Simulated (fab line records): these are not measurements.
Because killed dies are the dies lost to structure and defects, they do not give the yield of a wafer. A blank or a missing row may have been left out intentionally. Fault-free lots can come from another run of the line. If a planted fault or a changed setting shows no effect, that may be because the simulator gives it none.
Which tool was responsible? || flow gf180mcu || 12 lots with 36 wafers sampled at 5 steps, on a route of 602 steps

## WHAT EACH GAUGE READ, for each wafer
GF_M5_OVL_MEAS_08. Usual: M5_OVL typically reads 0 nm, with standard deviation 6.4.
{"lot": "L348", "measured": "day 26 15:35", "on": "overlay-02", "M5_OVL (nm)": "2 4 9", "flag": ""}
{"lot": "L349", "measured": "day 27 01:22", "on": "overlay-02", "M5_OVL (nm)": "4 -1 6", "flag": ""}
{"lot": "L350", "measured": "day 27 04:55", "on": "overlay-01", "M5_OVL (nm)": "10 10 4", "flag": ""}
{"lot": "L353", "measured": "day 28 03:36", "on": "overlay-01", "M5_OVL (nm)": "6 8 -2", "flag": ""}
{"lot": "L361", "measured": "day 30 12:02", "on": "overlay-02", "M5_OVL (nm)": "5 3 5", "flag": ""}
{"lot": "L362", "measured": "day 30 18:11", "on": "overlay-01", "M5_OVL (nm)": "-1 -3 0", "flag": ""}
{"lot": "L365", "measured": "day 31 10:53", "on": "overlay-02", "M5_OVL (nm)": "-6 -6 -1", "flag": ""}
{"lot": "L366", "measured": "day 31 13:23", "on": "overlay-01", "M5_OVL (nm)": "-2 0 8", "flag": ""}
{"lot": "L367", "measured": "day 32 01:03", "on": "overlay-02", "M5_OVL (nm)": "-6 -3 -4", "flag": ""}
{"lot": "L368", "measured": "day 32 02:49", "on": "overlay-01", "M5_OVL (nm)": "1 -5 -1", "flag": ""}
{"lot": "L369", "measured": "day 32 08:04", "on": "overlay-01", "M5_OVL (nm)": "2 3 2", "flag": ""}
{"lot": "L371", "measured": "day 32 20:23", "on": "overlay-02", "M5_OVL (nm)": "-5 -12 -4", "flag": ""}

GF_V5_THK_MEAS_03. Usual: V5_CVD_02_THK typically reads 1453 nm, with standard deviation 17.
{"lot": "L348", "measured": "day 26 16:31", "on": "film metro-03", "V5_CVD_02_THK (nm)": "1434 1434 1442", "flag": ""}
{"lot": "L349", "measured": "day 27 02:19", "on": "film metro-04", "V5_CVD_02_THK (nm)": "1456 1433 1433", "flag": ""}
{"lot": "L350", "measured": "day 27 05:52", "on": "film metro-04", "V5_CVD_02_THK (nm)": "1435 1433 1450", "flag": ""}
{"lot": "L353", "measured": "day 28 04:31", "on": "film metro-02", "V5_CVD_02_THK (nm)": "1449 1467 1479", "flag": ""}
{"lot": "L361", "measured": "day 30 13:24", "on": "film metro-03", "V5_CVD_02_THK (nm)": "1434 1435 1429", "flag": ""}
{"lot": "L362", "measured": "day 30 19:17", "on": "film metro-02", "V5_CVD_02_THK (nm)": "1216 1251 1239 1217 1251 1238", "flag": "OFF"}
{"lot": "L365", "measured": "day 31 11:55", "on": "film metro-04", "V5_CVD_02_THK (nm)": "1255 1232 1261 1254 1232 1261", "flag": "OFF"}
{"lot": "L366", "measured": "day 31 14:26", "on": "film metro-03", "V5_CVD_02_THK (nm)": "1485 1467 1445", "flag": ""}
{"lot": "L367", "measured": "day 32 01:58", "on": "film metro-04", "V5_CVD_02_THK (nm)": "1441 1430 1468", "flag": ""}
{"lot": "L368", "measured": "day 32 03:44", "on": "film metro-04", "V5_CVD_02_THK (nm)": "1463 1481 1461", "flag": ""}
{"lot": "L369", "measured": "day 32 09:06", "on": "film metro-04", "V5_CVD_02_THK (nm)": "1468 1456 1497", "flag": ""}
{"lot": "L371", "measured": "day 32 21:18", "on": "film metro-03", "V5_CVD_02_THK (nm)": "1463 1473 1499", "flag": ""}

## TOOL THAT RAN EACH LOT (tool first, then ch and the chambers of the sampled wafers, then the start)
{"lot": "L348", "GF_MIM_SPUTTER_01": "pvd sputter-01, day 24 19:59", "GF_M5_METAL_ETCH_10": "rie metal-01 ch 1, day 26 15:39", "GF_V5_CVD_02": "pecvd-03 ch 0,1,2, day 26 16:25"}
{"lot": "L349", "GF_MIM_SPUTTER_01": "pvd sputter-01, day 25 06:41", "GF_M5_METAL_ETCH_10": "rie metal-01 ch 0,1, day 27 01:26", "GF_V5_CVD_02": "pecvd-01 ch 0,1,2, day 27 02:13"}
{"lot": "L350", "GF_MIM_SPUTTER_01": "pvd sputter-04, day 25 10:53", "GF_M5_METAL_ETCH_10": "rie metal-01 ch 0,1, day 27 04:59", "GF_V5_CVD_02": "pecvd-02 ch 0,2, day 27 05:46"}
{"lot": "L353", "GF_MIM_SPUTTER_01": "pvd sputter-03, day 26 10:12", "GF_M5_METAL_ETCH_10": "rie metal-02 ch 0,1, day 28 03:41", "GF_V5_CVD_02": "pecvd-03 ch 0,2, day 28 04:24"}
{"lot": "L361", "GF_MIM_SPUTTER_01": "pvd sputter-01, day 28 21:23", "GF_M5_METAL_ETCH_10": "rie metal-02 ch 0,1, day 30 12:06", "GF_V5_CVD_02": "pecvd-01 ch 0,1,2, day 30 13:17"}
{"lot": "L362", "GF_MIM_SPUTTER_01": "pvd sputter-03, day 29 03:29", "GF_M5_METAL_ETCH_10": "rie metal-03 ch 0,1, day 30 18:16", "GF_V5_CVD_02": "pecvd-01 ch 0,2, day 30 19:09"}
{"lot": "L365", "GF_MIM_SPUTTER_01": "pvd sputter-04, day 29 21:49", "GF_M5_METAL_ETCH_10": "rie metal-02 ch 0, day 31 10:57", "GF_V5_CVD_02": "pecvd-01 ch 0,1,2, day 31 11:49"}
{"lot": "L366", "GF_MIM_SPUTTER_01": "pvd sputter-03, day 30 01:26", "GF_M5_METAL_ETCH_10": "rie metal-01 ch 1, day 31 13:32", "GF_V5_CVD_02": "pecvd-02 ch 0,1,2, day 31 14:20"}
{"lot": "L367", "GF_MIM_SPUTTER_01": "pvd sputter-01, day 30 12:44", "GF_M5_METAL_ETCH_10": "rie metal-03 ch 1, day 32 01:06", "GF_V5_CVD_02": "pecvd-02 ch 0,1,2, day 32 01:51"}
{"lot": "L368", "GF_MIM_SPUTTER_01": "pvd sputter-01, day 30 16:24", "GF_M5_METAL_ETCH_10": "rie metal-03 ch 0,1, day 32 02:53", "GF_V5_CVD_02": "pecvd-03 ch 0,1,2, day 32 03:40"}
{"lot": "L369", "GF_MIM_SPUTTER_01": "pvd sputter-01, day 30 21:29", "GF_M5_METAL_ETCH_10": "rie metal-01 ch 0, day 32 08:08", "GF_V5_CVD_02": "pecvd-02 ch 0,2, day 32 09:00"}
{"lot": "L371", "GF_MIM_SPUTTER_01": "pvd sputter-01, day 31 10:58", "GF_M5_METAL_ETCH_10": "rie metal-03 ch 0,1, day 32 20:27", "GF_V5_CVD_02": "pecvd-02 ch 0,1, day 32 21:12"}
- GF_MIM_SPUTTER_01: material TiN, target thk 30 nm, time 25 s.
- GF_M5_METAL_ETCH_10: etches the open film in Cl2/BCl3, stops on SiO2, target depth 627.5 nm, time 104.6 s.
- GF_V5_CVD_02: deposits SiO2 from TEOS, target thk 1450 nm, time 163.28 s.

## AS READ BY THE TOOLS THEMSELVES (means over the sampled wafers that have a number; for cases with no such wafer, the mark the record gives instead)
GF_MIM_SPUTTER_01. Usual: throttle valve pct reads 29.9 % (standard deviation 0.55).
{"lot": "L348", "tool": "pvd sputter-01", "throttle valve pct (%)": 29.8, "flag": ""}
{"lot": "L349", "tool": "pvd sputter-01", "throttle valve pct (%)": 29.9, "flag": ""}
{"lot": "L350", "tool": "pvd sputter-04", "throttle valve pct (%)": 30.1, "flag": ""}
{"lot": "L353", "tool": "pvd sputter-03", "throttle valve pct (%)": 30.0, "flag": ""}
{"lot": "L361", "tool": "pvd sputter-01", "throttle valve pct (%)": 29.9, "flag": ""}
{"lot": "L362", "tool": "pvd sputter-03", "throttle valve pct (%)": 30.0, "flag": ""}
{"lot": "L365", "tool": "pvd sputter-04", "throttle valve pct (%)": 30.1, "flag": ""}
{"lot": "L366", "tool": "pvd sputter-03", "throttle valve pct (%)": 29.8, "flag": ""}
{"lot": "L367", "tool": "pvd sputter-01", "throttle valve pct (%)": 29.6, "flag": ""}
{"lot": "L368", "tool": "pvd sputter-01", "throttle valve pct (%)": 29.7, "flag": ""}
{"lot": "L369", "tool": "pvd sputter-01", "throttle valve pct (%)": 29.7, "flag": ""}
{"lot": "L371", "tool": "pvd sputter-01", "throttle valve pct (%)": 29.6, "flag": ""}

GF_M5_METAL_ETCH_10. Usual: drypump motor current A 5.6 A, standard deviation 0.4; oes product au 0.972 a.u., standard deviation 0.007; throttle valve pct 28.248 %, standard deviation 0.012.
{"lot": "L348", "tool": "rie metal-01", "drypump motor current A (A)": 6.3, "oes product au (a.u.)": 0.974, "throttle valve pct (%)": 28.244, "flag": ""}
{"lot": "L349", "tool": "rie metal-01", "drypump motor current A (A)": 6.0, "oes product au (a.u.)": 0.972, "throttle valve pct (%)": 28.239, "flag": ""}
{"lot": "L350", "tool": "rie metal-01", "drypump motor current A (A)": 6.0, "oes product au (a.u.)": 0.973, "throttle valve pct (%)": 28.243, "flag": ""}
{"lot": "L353", "tool": "rie metal-02", "drypump motor current A (A)": 5.7, "oes product au (a.u.)": 0.973, "throttle valve pct (%)": 28.252, "flag": ""}
{"lot": "L361", "tool": "rie metal-02", "drypump motor current A (A)": 5.6, "oes product au (a.u.)": 0.962, "throttle valve pct (%)": 28.264, "flag": ""}
{"lot": "L362", "tool": "rie metal-03", "drypump motor current A (A)": 5.2, "oes product au (a.u.)": 0.974, "throttle valve pct (%)": 28.245, "flag": ""}
{"lot": "L365", "tool": "rie metal-02", "drypump motor current A (A)": 5.7, "oes product au (a.u.)": 0.973, "throttle valve pct (%)": 28.247, "flag": ""}
{"lot": "L366", "tool": "rie metal-01", "drypump motor current A (A)": 6.4, "oes product au (a.u.)": 0.978, "throttle valve pct (%)": 28.238, "flag": ""}
{"lot": "L367", "tool": "rie metal-03", "drypump motor current A (A)": 5.0, "oes product au (a.u.)": 0.975, "throttle valve pct (%)": 28.254, "flag": ""}
{"lot": "L368", "tool": "rie metal-03", "drypump motor current A (A)": 5.5, "oes product au (a.u.)": 0.971, "throttle valve pct (%)": 28.251, "flag": ""}
{"lot": "L369", "tool": "rie metal-01", "drypump motor current A (A)": 5.4, "oes product au (a.u.)": 0.966, "throttle valve pct (%)": 28.255, "flag": ""}
{"lot": "L371", "tool": "rie metal-03", "drypump motor current A (A)": 5.5, "oes product au (a.u.)": 0.976, "throttle valve pct (%)": 28.244, "flag": ""}

GF_V5_CVD_02. Usual: heater power w 636 W, standard deviation 90; rf fwd power W 597.3 W, standard deviation 1.9; susceptor temp C 400.02 C, standard deviation 0.22.
{"lot": "L348", "tool": "pecvd-03", "heater power w (W)": 659, "rf fwd power W (W)": 597.3, "susceptor temp C (C)": 400.03, "flag": ""}
{"lot": "L349", "tool": "pecvd-01", "heater power w (W)": 617, "rf fwd power W (W)": 598.0, "susceptor temp C (C)": 399.98, "flag": ""}
{"lot": "L350", "tool": "pecvd-02", "heater power w (W)": 697, "rf fwd power W (W)": 596.4, "susceptor temp C (C)": 399.96, "flag": ""}
{"lot": "L353", "tool": "pecvd-03", "heater power w (W)": 664, "rf fwd power W (W)": 598.9, "susceptor temp C (C)": 399.98, "flag": ""}
{"lot": "L361", "tool": "pecvd-01", "heater power w (W)": 620, "rf fwd power W (W)": 597.7, "susceptor temp C (C)": 400.15, "flag": ""}
{"lot": "L362", "tool": "pecvd-01", "heater power w (W)": 631, "rf fwd power W (W)": 357.0, "susceptor temp C (C)": 400.26, "flag": "OFF"}
{"lot": "L365", "tool": "pecvd-01", "heater power w (W)": 628, "rf fwd power W (W)": 358.3, "susceptor temp C (C)": 399.93, "flag": "OFF"}
{"lot": "L366", "tool": "pecvd-02", "heater power w (W)": 649, "rf fwd power W (W)": 596.4, "susceptor temp C (C)": 400.09, "flag": ""}
{"lot": "L367", "tool": "pecvd-02", "heater power w (W)": 714, "rf fwd power W (W)": 596.1, "susceptor temp C (C)": 399.95, "flag": ""}
{"lot": "L368", "tool": "pecvd-03", "heater power w (W)": 591, "rf fwd power W (W)": 598.5, "susceptor temp C (C)": 399.85, "flag": ""}
{"lot": "L369", "tool": "pecvd-02", "heater power w (W)": 682, "rf fwd power W (W)": 597.4, "susceptor temp C (C)": 399.92, "flag": ""}
{"lot": "L371", "tool": "pecvd-02", "heater power w (W)": 679, "rf fwd power W (W)": 596.0, "susceptor temp C (C)": 399.97, "flag": ""}

## THE ANSWER, worked out from the rows above alone
Rule: take the mean of a lot's wafers that have a number; if it is more than 3 standard deviations from the usual mean, the lot is off. A lot without any number at a reading at which 4 lots or more have one is off too. The other lots that the step has rows for count as sound. The gauges are gone through in route order, then the tools' own readings, and for those a lot's mean is taken as printed above. The first step at which some lot is off is used, and at that step the reading that is off furthest; a lot without a number counts as furthest.
Off: L362, L365, seen at GF_V5_THK_MEAS_03 (V5_CVD_02_THK).
If a tool, at a process step before that reading, ran all the lots that are off and no sound lot after the first of them, it fits. The gauges at GF_V5_THK_MEAS_03 aren't tried: what is off there is off at GF_V5_CVD_02 too, on other tools, and a gauge's error can't cause that. One candidate fits, namely pecvd-01 at GF_V5_CVD_02. A fault onset in the window from L361 (day 30 13:17, its last sound lot) to L362 (day 30 19:09, its first lot off) fits.
The tool's own readings at GF_V5_CVD_02 bear it out: on the lots that are off they differ by more than 5 times the standard deviation of the sound lots' means. rf fwd power W reads 357.6 W there against 597.3 W on the sound lots.

## WHAT HAD BEEN PUT IN BY THE SIMULATOR
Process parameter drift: pecvd-01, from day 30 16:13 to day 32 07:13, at GF_V5_CVD_02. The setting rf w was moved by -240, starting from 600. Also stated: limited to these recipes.
Struck lots among those shown: L362, L365. The rule above found the same.
